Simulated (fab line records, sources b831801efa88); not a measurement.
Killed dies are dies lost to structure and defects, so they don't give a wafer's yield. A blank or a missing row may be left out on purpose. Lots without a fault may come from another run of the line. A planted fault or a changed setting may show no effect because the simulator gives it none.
fab line records | flow sky130
record lots=13 wafers=39 last_day=50
route steps=708 shown LDD_LDN@302 POLY_CUT@315 SD_N@346
lots that met no fault: from a run of the same line without faults
start_h: hours from the record's first day to the start of the lot's first wafer shown | wait_h: hours since the lot's step before | " the same as in the row above | L1.1+2: a row that stands for several wafers | - no value, or no start given | * or withheld: withheld | < > ~ a bound
route shown NAME@n: a module of which the file shows steps, and the number in the route of the first | usual: mean/standard deviation of fault-free wafers | same: alike in all rows | chamber/n: place in a boat | sites: the reading at each site | _std_site: their standard deviation | _edge_site: outer sites' mean less inner sites' | radius_mm: how far each site lies from the wafer's centre | mask NAME#n: copy n | behind: the tool/chamber that last shaped the wafer | hold: why the lot was held/for how many hours/how that ended | device: the transistor (n, p or np) that didn't switch | end of line: the same wafers' tests at the end of the route | a step without rows: its recipe alone | killed: dies lost to structure and defects at the first sort, not the wafer's yield | map: a wafer's dies, x killed, . not, _ none there
set.NAME: the setting as run; set.NAME@STEP: as run at that earlier step | model.NAME: the simulator's own value behind a step, which no gauge read
steps of the route over a sample of lots; a table a step, a row a wafer
services: from which hour (start_h, from the record's first day; less than 0 if before it) a tool's chamber was out of use, for how many hours, and why
## steps
# step SKY_LDD_LDN_TW_MEAS_13
# usual LDD_LDN_TW=1485/7.5
# columns lot.wafer tool chamber start_h wait_h LDD_LDN_TW
L956.1 film_metro-02 - 522.82 0.1 1481
L956.3 " - " " 1469
L956.5 " - " " 1479
L958.2 film_metro-04 - 546.63 0.1 1485
L958.3 " - " " 1475
L958.4 " - " " 1476
L959.2 film_metro-04 - 550.58 0.1 1475
L959.3 " - " " 1480
L959.5 " - " " 1478
L960.1 film_metro-04 - 555.67 0.1 1485
L960.5 " - " " 1489
L960.6 " - " " 1488
L961.3 film_metro-04 - 579.59 0.1 1490
L961.4 " - " " 1484
L961.5 " - " " 1487
L964.3 film_metro-01 - 608.39 0.1 1492
L964.4 " - " " 1489
L964.5 " - " " 1479
L965.1 film_metro-02 - 610.27 0.1 1481
L965.3 " - " " 1482
L965.4 " - " " 1482
L966.1 film_metro-02 - 611.97 0.1 1487
L966.3 " - " " 1486
L966.4 " - " " 1487
L967.2 film_metro-01 - 619.28 0.1 1482
L967.3 " - " " 1475
L967.5 " - " " 1484
L968.1 film_metro-02 - 634.17 0.1 1495
L968.5 " - " " 1484
L968.6 " - " " 1492
L976.2 film_metro-04 - 707.78 0.1 1488
L976.3 " - " " 1490
L976.5 " - " " 1488
L978.2 film_metro-04 - 727.08 0.1 1493
L978.3 " - " " 1476
L978.4 " - " " 1483
L979.4 film_metro-04 - 731.86 0.2 1481
L979.5 " - " " 1482
L979.6 " - " " 1481
# step SKY_POLY_CUT_CD_MEAS_08
# recipe target_cd_nm=270
# usual cd_nm=269.9/1.6
# columns lot.wafer tool chamber start_h wait_h cd_nm
L956.1 cd_sem-02 - 556.28 - 270.7
L956.3 " - " " 269.9
L956.5 " - " " 271.1
L958.2 cd_sem-01 - 577.64 - 268.7
L958.3 " - " " 268.5
L958.4 " - " " 267.9
L959.2 cd_sem-01 - 583.35 - 269.8
L959.3 " - " " 269.5
L959.5 " - " " 269.9
L960.1 cd_sem-01 - 587.73 - 272.0
L960.5 " - " " 275.0
L960.6 " - " " 274.9
L961.3 cd_sem-02 - 610.90 - 271.4
L961.4 " - " " 271.5
L961.5 " - " " 270.5
L964.3 cd_sem-02 - 638.36 - 270.8
L964.4 " - " " 269.9
L964.5 " - " " 271.0
L965.1 cd_sem-02 - 640.78 - 268.8
L965.3 " - " " 269.6
L965.4 " - " " 270.4
L966.1 cd_sem-01 - 643.22 - 273.2
L966.3 " - " " 272.4
L966.4 " - " " 272.0
L967.2 cd_sem-01 - 650.29 - 269.2
L967.3 " - " " 269.7
L967.5 " - " " 270.7
L968.1 cd_sem-01 - 665.33 - 268.2
L968.5 " - " " 267.3
L968.6 " - " " 267.4
L976.2 cd_sem-01 - 738.15 - 271.1
L976.3 " - " " 268.7
L976.5 " - " " 271.3
L978.2 cd_sem-02 - 757.10 - 270.6
L978.3 " - " " 271.4
L978.4 " - " " 270.0
L979.4 cd_sem-01 - 762.16 - 271.7
L979.5 " - " " 271.9
L979.6 " - " " 271.3
# step SKY_SD_N_EXPOSE_04
# recipe mask_id=NSDM na=0.6 source_shape=conventional sigma_outer=0.6 polarization=unpolarized target_cd_nm=380 dose_mj=141
# usual focus_offset_nm=-0.1/0.55
# same na=0.6
# columns lot.wafer tool chamber start_h wait_h mask focus_offset_nm
L956.1 iline_stepper-01 0 630.56 - NSDM#0 -0.3
L956.3 " 0 " " NSDM#0 -0.6
L956.5 " 0 " " NSDM#0 -0.8
L958.2 iline_stepper-01 0 648.25 - NSDM#0 -0.3
L958.3 " 0 " " NSDM#0 0.0
L958.4 " 0 " " NSDM#0 -0.1
L959.2 iline_stepper-02 0 655.93 - NSDM#0 0.2
L959.3 " 0 " " NSDM#0 -0.8
L959.5 " 0 " " NSDM#0 -0.7
L960.1 iline_stepper-01 0 662.43 - NSDM#0 -0.8
L960.5 " 0 " " NSDM#0 -1.0
L960.6 " 0 " " NSDM#0 -0.7
L961.3 iline_stepper-01 0 681.13 - NSDM#0 -0.2
L961.4 " 0 " " NSDM#0 -1.2
L961.5 " 0 " " NSDM#0 -1.6
L964.3 iline_stepper-02 0 707.67 - NSDM#0 0.8
L964.4 " 0 " " NSDM#0 -0.2
L964.5 " 0 " " NSDM#0 0.8
L965.1 iline_stepper-01 0 709.71 - NSDM#0 -0.6
L965.3 " 0 " " NSDM#0 -0.5
L965.4 " 0 " " NSDM#0 -1.1
L966.1 iline_stepper-01 0 712.33 - NSDM#0 0.1
L966.3 " 0 " " NSDM#0 0.3
L966.4 " 0 " " NSDM#0 0.4
L967.2 iline_stepper-02 0 721.48 - NSDM#0 0.7
L967.3 " 0 " " NSDM#0 -0.7
L967.5 " 0 " " NSDM#0 -0.2
L968.1 iline_stepper-01 0 734.06 - NSDM#0 -0.2
L968.5 " 0 " " NSDM#0 0.6
L968.6 " 0 " " NSDM#0 0.4
L976.2 iline_stepper-02 0 807.08 - NSDM#0 -0.2
L976.3 " 0 " " NSDM#0 -0.4
L976.5 " 0 " " NSDM#0 -0.1
L978.2 iline_stepper-02 0 823.55 - NSDM#0 0.2
L978.3 " 0 " " NSDM#0 0.1
L978.4 " 0 " " NSDM#0 -0.3
L979.4 iline_stepper-02 0 829.10 - NSDM#0 -0.2
L979.5 " 0 " " NSDM#0 -0.1
L979.6 " 0 " " NSDM#0 1.1
# step SKY_SD_N_OVL_MEAS_08
# usual SD_N_OVL=0.3/1.3
# columns lot.wafer tool chamber start_h wait_h SD_N_OVL[nm]
L956.1 overlay-02 - 644.31 0.1 -1.3
L956.3 " - " " -1.8
L956.5 " - " " -1.4
L958.2 overlay-02 - 664.21 0.1 -2.7
L958.3 " - " " -0.9
L958.4 " - " " 0.5
L959.2 overlay-01 - 671.31 0.1 -0.3
L959.3 " - " " -0.2
L959.5 " - " " 0.5
L960.1 overlay-01 - 675.26 0.1 1.4
L960.5 " - " " 2.8
L960.6 " - " " 2.4
L961.3 overlay-01 - 696.42 0.1 -91.2
L961.4 " - " " -88.8
L961.5 " - " " -90.1
L964.3 overlay-02 - 721.72 0.1 0.2
L964.4 " - " " 2.2
L964.5 " - " " -0.2
L965.1 overlay-01 - 724.40 0.1 -88.5
L965.3 " - " " -90.3
L965.4 " - " " -90.2
L966.1 overlay-01 - 727.75 0.1 -91.0
L966.3 " - " " -90.5
L966.4 " - " " -90.5
L967.2 overlay-02 - 734.26 0.1 1.5
L967.3 " - " " -0.7
L967.5 " - " " 1.3
L968.1 overlay-01 - 747.86 0.1 -91.4
L968.5 " - " " -90.5
L968.6 " - " " -88.3
L976.2 overlay-02 - 819.31 0.1 -2.5
L976.3 " - " " 0.0
L976.5 " - " " 0.0
L978.2 overlay-01 - 838.66 0.1 1.7
L978.3 " - " " 2.6
L978.4 " - " " 1.1
L979.4 overlay-01 - 843.52 0.1 1.6
L979.5 " - " " -0.3
L979.6 " - " " 2.3
# step SKY_SD_N_RTA_14
# recipe temp_c=1075 time_s=2 idle_temp_c=650 ramp_up_c_per_s=150 ramp_down_c_per_s=90 ambient=N2
# usual lamp_power_pct=15.74/0.058 ramp_down_c_per_s=90.001/0.016 wafer_temp_C_max=1078.0/1.3
# columns lot.wafer tool chamber start_h wait_h lamp_power_pct ramp_down_c_per_s wafer_temp_C_max
L956.1 rtp_anneal-01 0 644.86 0.0 15.79 90.012 1080.0
L956.3 " 0 " " 15.78 89.989 1078.0
L956.5 " 0 " " 15.73 89.984 1078.8
L958.2 rtp_anneal-01 0 664.76 0.0 15.68 89.997 1080.1
L958.3 " 0 " " 15.79 89.985 1078.6
L958.4 " 0 " " 15.65 89.999 1078.2
L959.2 rtp_anneal-02 0 671.86 0.0 15.70 90.009 1078.2
L959.3 " 0 " " 15.80 90.031 1079.2
L959.5 " 0 " " 15.86 89.998 1078.3
L960.1 rtp_anneal-01 0 675.81 0.0 15.74 89.991 1076.7
L960.5 " 0 " " 15.76 90.023 1076.4
L960.6 " 0 " " 15.67 89.999 1078.9
L961.3 rtp_anneal-02 0 696.97 0.0 15.71 90.015 1076.0
L961.4 " 0 " " 15.75 90.000 1076.9
L961.5 " 0 " " 15.75 89.994 1077.3
L964.3 rtp_anneal-01 0 722.27 0.0 15.74 90.006 1079.0
L964.4 " 0 " " 15.77 90.021 1076.7
L964.5 " 0 " " 15.80 89.991 1077.5
L965.1 rtp_anneal-02 0 724.95 0.0 15.72 90.003 1077.4
L965.3 " 0 " " 15.77 89.978 1078.3
L965.4 " 0 " " 15.76 89.995 1077.6
L966.1 rtp_anneal-01 0 728.30 0.0 15.67 90.006 1077.9
L966.3 " 0 " " 15.65 89.994 1078.8
L966.4 " 0 " " 15.76 90.007 1076.1
L967.2 rtp_anneal-02 0 734.94 0.0 15.76 90.023 1077.3
L967.3 " 0 " " 15.76 90.011 1076.5
L967.5 " 0 " " 15.66 89.993 1077.1
L968.1 rtp_anneal-01 0 748.40 0.0 15.72 89.982 1077.7
L968.5 " 0 " " 15.80 90.011 1077.2
L968.6 " 0 " " 15.67 90.015 1079.6
L976.2 rtp_anneal-02 0 819.88 0.0 15.72 89.966 1077.4
L976.3 " 0 " " 15.78 89.977 1078.3
L976.5 " 0 " " 15.75 89.983 1077.4
L978.2 rtp_anneal-01 0 839.21 0.0 15.73 89.992 1077.0
L978.3 " 0 " " 15.77 90.016 1080.3
L978.4 " 0 " " 15.85 90.005 1078.1
L979.4 rtp_anneal-01 0 844.08 0.0 15.73 89.993 1078.2
L979.5 " 0 " " 15.81 90.025 1076.9
L979.6 " 0 " " 15.74 90.006 1077.7
## services
# columns tool chamber start_h hours kind
iline_stepper-02 - 629.53 1.7 pm
iline_stepper-02 - 646.66 1.0 repair
iline_stepper-02 - 647.17 6.1 repair
rtp_anneal-01 - 667.99 4.6 pm
iline_stepper-02 0 678.18 - calibration
iline_stepper-01 - 697.04 1.7 pm
iline_stepper-01 0 804.50 - calibration
## key
first_sign step=SKY_SD_N_OVL_MEAS_08 reading=SD_N_OVL direction=down sigmas=69 usual=0.3 struck=-90.1
effect none on later readings
met_at SKY_SD_N_EXPOSE_04
struck_lots L961,L965,L966,L968
tester_left_out L961,L965,L966,L968
not_acting_at SKY_LDD_LDN_TW_MEAS_13,SKY_POLY_CUT_CD_MEAS_08,SKY_SD_N_RTA_14
onset_between 662.43 681.13
fault kind=scanner_matching_overlay tool=iline_stepper-01 chamber=- onset_h=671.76 steps=SKY_SD_N_EXPOSE_04 offset=-90.202
# tester_left_out: of these lots the tester's yield and bins aren't shown, on N5 and GAA mostly nor the transistor test; their killed dies are dies lost to structure and defects alone, not to doping, threshold or leakage, so they don't give the yield
